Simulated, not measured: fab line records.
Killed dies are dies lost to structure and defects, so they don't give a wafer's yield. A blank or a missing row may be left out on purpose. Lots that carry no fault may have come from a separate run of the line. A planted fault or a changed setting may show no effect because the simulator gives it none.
Split-lot trial	flow sky130	on a route of 708 steps: 5 lots, 23 wafers read

ABOUT THE SPLIT
At SKY_VT_ADJUST_LVTN_IMPLANT_08, the setting energy_kev was moved away from the recipe's 30 on 10 of the 23 wafers read, by -5.5% to +4.7%. All remaining wafers had this setting at the recipe value.

The reading is taken at the split's own step.

THE READING
The simulator's own value implant.drp_nm, read by no gauge, in nm at SKY_VT_ADJUST_LVTN_IMPLANT_08. The file does not state a usual value for it.

wafer	tool, chamber at the split	energy_kev as run	against the recipe	implant.drp_nm, nm	against lot-mates on the recipe
L074.1	implanter-02, 0	28.93	-3.6%	41.69	-1.28
L074.2	implanter-02, 0	28.93	-3.6%	41.69	-1.28
L074.4	implanter-02, 0	28.93	-3.6%	41.69	-1.28
L074.3	implanter-02, 0	30	recipe	42.97	-
L074.6	implanter-02, 0	30	recipe	42.97	-
L075.1	implanter-01, 0	30	recipe	42.97	-
L075.3	implanter-01, 0	30	recipe	42.97	-
L075.5	implanter-01, 0	30	recipe	42.97	-
L075.4	implanter-01, 0	28.35	-5.5%	40.91	-2.06
L075.6	implanter-01, 0	28.35	-5.5%	40.91	-2.06
L076.1	implanter-01, 0	31.4	+4.7%	44.4	+1.43
L076.3	implanter-01, 0	31.4	+4.7%	44.4	+1.43
L076.6	implanter-01, 0	31.4	+4.7%	44.4	+1.43
L076.2	implanter-01, 0	30	recipe	42.97	-
L076.5	implanter-01, 0	30	recipe	42.97	-
L077.1	implanter-01, 0	30	recipe	42.97	-
L077.2	implanter-01, 0	30	recipe	42.97	-
L077.6	implanter-01, 0	30	recipe	42.97	-
L077.3	implanter-01, 0	29.2	-2.7%	42.03	-0.94
L077.4	implanter-01, 0	29.2	-2.7%	42.03	-0.94
L081.1	implanter-04, 0	30	recipe	42.97	-
L081.2	implanter-04, 0	30	recipe	42.97	-
L081.3	implanter-04, 0	30	recipe	42.97	-

FIT RESULTS
A straight line over all 23 wafers: implant.drp_nm changes by +0.341 nm for each +1% of energy_kev; r = +1.00; the points scatter about the line by 0.071 nm.
The same after taking each lot's own level away (the mean of its wafers on the recipe; 23 wafers): +0.341 nm for each +1%; r = +1.00; scatter 0.071 nm.
The reading moves by 1.9 nm for the largest change in energy_kev, on that fit.
The lots' own levels span 42.970 to 42.970 nm.
The two slopes agree, so the slope changes little with the lot-to-lot level.
Check: with one of the wafers moved furthest among these (-5.5%) left out of the fit, the line predicts -1.89 nm for it against its lot-mates. It came out at -2.06 nm against them.

OTHER SPLITS ON THESE WAFERS
Before the reading, these wafers also passed through other splits. Each is held against what the fit with the lots' levels taken away leaves over:
other split on the same wafers	wafers away from the commonest value	r with implant.drp_nm (lot level and that fit taken away)
SKY_FIELD_ISO_OXIDATION_01 temp_c	18	+0.33
SKY_FIELD_ISO_EXPOSE_10 dose_mj	7	-0.22
SKY_FIELD_ISO_ETCH_17 time_s	5	-0.38
SKY_FIELD_ISO_OXIDATION_22 ox_time_s	18	-0.12
SKY_NWELL_IMPLANT_24 energy_kev	5	+0.38
SKY_VT_ADJUST_HVTP_COAT_02 spin_rpm	8	-0.24
SKY_VT_ADJUST_HVTP_STRIP_10 pressure_mtorr	15	+0.26

THE WHOLE CHAIN: every reading that the file lists as answering this split, in the file's order
step	what it does	reading	change (the file's fit)	r (the file's)
SKY_VT_ADJUST_LVTN_IMPLANT_08		implant.rp_nm (the simulator's own value, which no gauge read)	+0.944 nm for each +1% of the setting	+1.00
SKY_VT_ADJUST_LVTN_IMPLANT_08		implant.drp_nm (the simulator's own value, which no gauge read)	+0.349 nm for each +1% of the setting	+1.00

FILE'S OWN FIT
implant.drp_nm changes by +0.349 nm for each +1% of energy_kev, r = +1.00.
